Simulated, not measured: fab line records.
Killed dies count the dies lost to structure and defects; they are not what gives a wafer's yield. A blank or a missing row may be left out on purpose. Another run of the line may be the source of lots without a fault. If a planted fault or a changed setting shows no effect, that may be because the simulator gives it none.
Chamber matching	flow sky130	4 sister chambers for SKY_POLY_CUT_ETCH_11 on rie-diel-04
The step etches Si3N4 in CF4/CH2F2/Ar, stops on poly-Si, time 42.5 s, target depth 60 nm. 20 wafers are shown with their chamber, then 10 later ones without.

## WAFERS WITH THEIR CHAMBER
wafer	chamber	bias-w (W)	oes-product-au (a.u.)	throttle-valve-pct (%)
L967.3	1	150.4	0.822	14.993
L967.4	0	149.8	0.832	14.983
L967.6	0	149.8	0.824	15.002
L969.1	1	150.6	0.830	14.991
L969.2	3	150.9	0.837	14.988
L969.3	2	150.5	0.831	14.987
L970.3	0	149.3	0.828	15.000
L970.4	3	151.0	0.827	14.995
L970.5	1	149.8	0.821	14.990
L971.2	0	150.2	0.831	15.014
L971.4	1	150.4	0.829	14.995
L971.6	2	150.1	0.836	15.005
L972.3	0	150.2	0.821	14.992
L972.5	1	149.6	0.824	15.004
L972.6	0	150.7	0.833	14.999
L976.1	1	149.9	0.824	14.999
L976.3	0	150.9	0.821	14.992
L976.4	3	150.7	0.827	15.006
L979.1	0	150.0	0.824	15.009
L979.3	1	150.0	0.825	14.984

SIGNATURES, as means of the wafers listed above
reading	chamber 0	chamber 1	chamber 2	chamber 3	scatter within a chamber
bias-w	150.113	150.100	150.300	150.867	0.418
oes-product-au	0.82675	0.82500	0.83350	0.83033	0.00443
throttle-valve-pct	14.99887	14.99371	14.99600	14.99633	0.0089
Rule: a wafer's distance from a chamber is the root of the sum, over the readings, of the square of ((its reading less the chamber's mean) divided by the reading's scatter). The wafer belongs to the nearest chamber; if the next one is less than 2 further off, it can't be placed. The scatter: take each reading less its chamber's mean, square it, sum over the shown wafers, divide by the number of wafers less the number of chambers, and take the root.

## WAFERS WITHOUT THEIR CHAMBER
wafer	bias-w (W)	oes-product-au (a.u.)	throttle-valve-pct (%)
L979.5	150.1	0.831	14.982
L982.2	149.8	0.832	15.010
L982.3	150.3	0.827	14.989
L982.4	149.8	0.821	15.005
L988.2	149.1	0.817	14.978
L988.5	149.7	0.823	14.999
L988.6	149.9	0.823	14.987
L990.1	150.4	0.833	14.970
L990.3	150.6	0.842	14.994
L990.6	151.2	0.837	14.996

## CHAMBER TAKEN BY EACH
wafer	from the rows above	in truth
L979.5	can't be placed: 2 or 1 or 0 or 3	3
L982.2	can't be placed: 0 or 2 or 1 or 3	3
L982.3	can't be placed: 1 or 0 or 2 or 3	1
L982.4	can't be placed: 0 or 1 or 2 or 3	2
L988.2	can't be placed: 1 or 0 or 2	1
L988.5	can't be placed: 1 or 0 or 2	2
L988.6	can't be placed: 1 or 0 or 2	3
L990.1	can't be placed: 2 or 3 or 1 or 0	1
L990.3	can't be placed: 2 or 3 or 0 or 1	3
L990.6	can't be placed: 3 or 2 or 0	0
Correctly placed: 0 of 10. Cannot be placed on the basis of these rows: 10; the candidates contain the true chamber in 9. Wrongly placed: 0.
